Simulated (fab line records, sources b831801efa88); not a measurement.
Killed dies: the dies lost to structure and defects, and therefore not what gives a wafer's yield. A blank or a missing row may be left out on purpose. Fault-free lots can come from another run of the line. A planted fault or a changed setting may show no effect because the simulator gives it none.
Struck lot and sound lot, side by side + flow sky130 + 15 out of 708 route steps
Sound: wafers L351.2, L351.3, L351.4. The struck wafers were L368.1, L368.2, L368.6. At the end, the cause is stated.
Per side, at each step with rows, come the tool, then ch with its chambers, and then its first start. Under that, the readings that differ: sound wafers + struck wafers + difference of the means + sigmas: that difference in standard deviations of wafers without a fault.
alike: same words and numbers on both sides, and readings whose means sit less than 2 such deviations apart. not compared: any withheld reading, any reading some wafer has no value for, any bound like >300 that may hide the same value, and any number with overlapping values for which the record gives no deviation.
Wherever a step has rows on one side only, a row that says differs or no value, or a row with sigmas, the two part there. Non-overlapping numbers with no deviation appear without sigmas and do not part them. Lack of a reading on every wafer of one side parts them only where that side has two or more wafers.

SKY_RES_XHIGH_STRIP_08: strips in O2/N2.
  sound on plasma asher-03 ch 0,1, day 27 18:52; struck on plasma asher-03 ch 0,1, day 33 21:30
  alike: chamber pressure mTorr, drypump motor current A, oes product au, strip time to endpoint s
  not compared: rf hours counter h
SKY_RES_XHIGH_TW_MEAS_09:
  sound: film metro-03 at day 27 18:58; struck: film metro-02 at day 33 21:36
  alike: RES_XHIGH_TW
then, 7 steps without rows for these wafers: SKY_SD_N_DEHYDRATE_00 (time 60 s); SKY_SD_N_HMDS_01 (prime time 60 s); SKY_SD_N_COAT_02 (resist thk 1140 nm); SKY_SD_N_SOFTBAKE_03 (time 60 s); SKY_SD_N_EXPOSE_04 (exposes mask NSDM, target cd 380 nm); SKY_SD_N_PEB_05; SKY_SD_N_DEVELOP_06 (develop time 60 s).
SKY_SD_N_CD_MEAS_07: the cd target is 380 nm.
  sound: cd sem-01 at day 28 23:35; struck: cd sem-02 at day 34 23:49
  alike: cd nm
SKY_SD_N_OVL_MEAS_08:
  sound: overlay-01 at day 28 23:41; struck: overlay-02 at day 34 23:56
  alike: SD_N_OVL
following that, these wafers have no rows for 1 step: SKY_SD_N_IMPLANT_09.
SKY_SD_N_IMPLANT_10:
  sound on implanter-03 ch 0, day 28 23:53; struck on implanter-01 ch 0, day 35 00:07
| reading                   | sound                | struck               | difference | sigmas      |
|---------------------------|----------------------|----------------------|------------|-------------|
| beam energy keV           | 20.000 20.007 20.011 | 19.322 19.327 19.323 | -0.682     | -99 or more |
| model.implant.drp nm (nm) | 13 13 13             | 12.73 12.73 12.73    | -0.27      |             |
SKY_SD_N_STRIP_11: strips in O2/N2.
  sound on plasma asher-01 ch 0,1, day 29 00:01; struck on plasma asher-01 ch 0,1, day 35 00:16
  alike: chamber pressure mTorr, drypump motor current A, oes product au, strip time to endpoint s
  not compared: rf hours counter h
following that, these wafers have no rows for 1 step: SKY_PAD_OPEN_PROBE_99.

WHERE THEY PART
Within this record, at SKY_SD_N_IMPLANT_10 only. Later steps at which nothing parts them and some readings are alike: SKY_SD_N_STRIP_11.

WHY: the cause the simulator had injected
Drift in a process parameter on implanter-01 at SKY_SD_N_IMPLANT_10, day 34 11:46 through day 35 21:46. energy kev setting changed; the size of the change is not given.
